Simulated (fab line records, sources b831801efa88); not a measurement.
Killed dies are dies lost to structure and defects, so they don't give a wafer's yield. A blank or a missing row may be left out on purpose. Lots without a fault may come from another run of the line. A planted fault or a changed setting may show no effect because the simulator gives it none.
Problem report in the 8D (eight disciplines) form, filled by code | flow gf180mcu | the parts of the form that need people (team, actions taken, sign-off) are left out

1. THE PROBLEM
beam_energy_keV at GF_VT_IMPLANT_IMPLANT_08 reads a mean of 19.685 on 9 wafers of 3 lots; wafers without a fault read 20.000 with a standard deviation of 0.0062. That is -51 standard deviations from the usual mean.
First seen on wafer L198.3, day 9 00:15, on implanter-03. The record holds 45 wafers of 15 lots with a number at this step. Rule for "out", or "out of limits": more than 4 standard deviations from the usual mean. The other wafers with a number count as sound.

2. WHAT IT IS AND WHAT IT IS NOT
question                    | is                     | is not
which readings at this step | beam_energy_keV        | -
which lots                  | L198, L199, L201       | L185, L186, L188, L189, L191, L192, L194, L197, L200, L204, L205, L207
which wafers of those lots  | all that have a number | -
read on which tools         | implanter-03           | implanter-02, implanter-04
when                        | from day 9 00:15       | up to then (24 sound wafers); but 12 sound wafers of L200, L204, L205, L207 came after

3. SUSPECTS, AND WHAT RULES EACH OUT
Counting: a tool at a process step up to the reading stays a suspect if it ran every lot that is out and no sound lot after the first of them.
- implanter-03 at GF_VT_IMPLANT_IMPLANT_08: kept. It ran every lot that is out, first L198 (day 9 00:15), and no sound lot after that; its last sound lot up to then is L194 (day 8 01:39). Its own readings are out on those wafers: beam_energy_keV.
Left after counting: implanter-03 at GF_VT_IMPLANT_IMPLANT_08.

4. THE CAUSE (what the simulator had put in)
Process parameter drift: implanter-03, from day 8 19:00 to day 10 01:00, at GF_VT_IMPLANT_IMPLANT_08. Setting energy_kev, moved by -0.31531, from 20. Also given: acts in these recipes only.
Counting left only this tool.

5. THE CHAIN OF EFFECTS, in route order
Each row: a reading whose mean over the struck wafers that have a number lies more than 3 standard deviations from the usual. Only readings for which the record gives a usual standard deviation are gone through. hours: the time from each lot's start at the first step in this table that gives one to its start at this step, as a median over the lots. sigmas: the change in usual standard deviations.
hours | step                     | reading         | usual  | on struck wafers | change | sigmas
0     | GF_VT_IMPLANT_IMPLANT_08 | beam_energy_keV | 20.000 | 19.685           | -0.315 | -51
The process steps in it:
- GF_VT_IMPLANT_IMPLANT_08

6. WHAT WOULD HAVE CAUGHT IT SOONER
In this record the first reading out of limits was taken at day 9 00:15, 5 hours after the fault began at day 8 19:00.
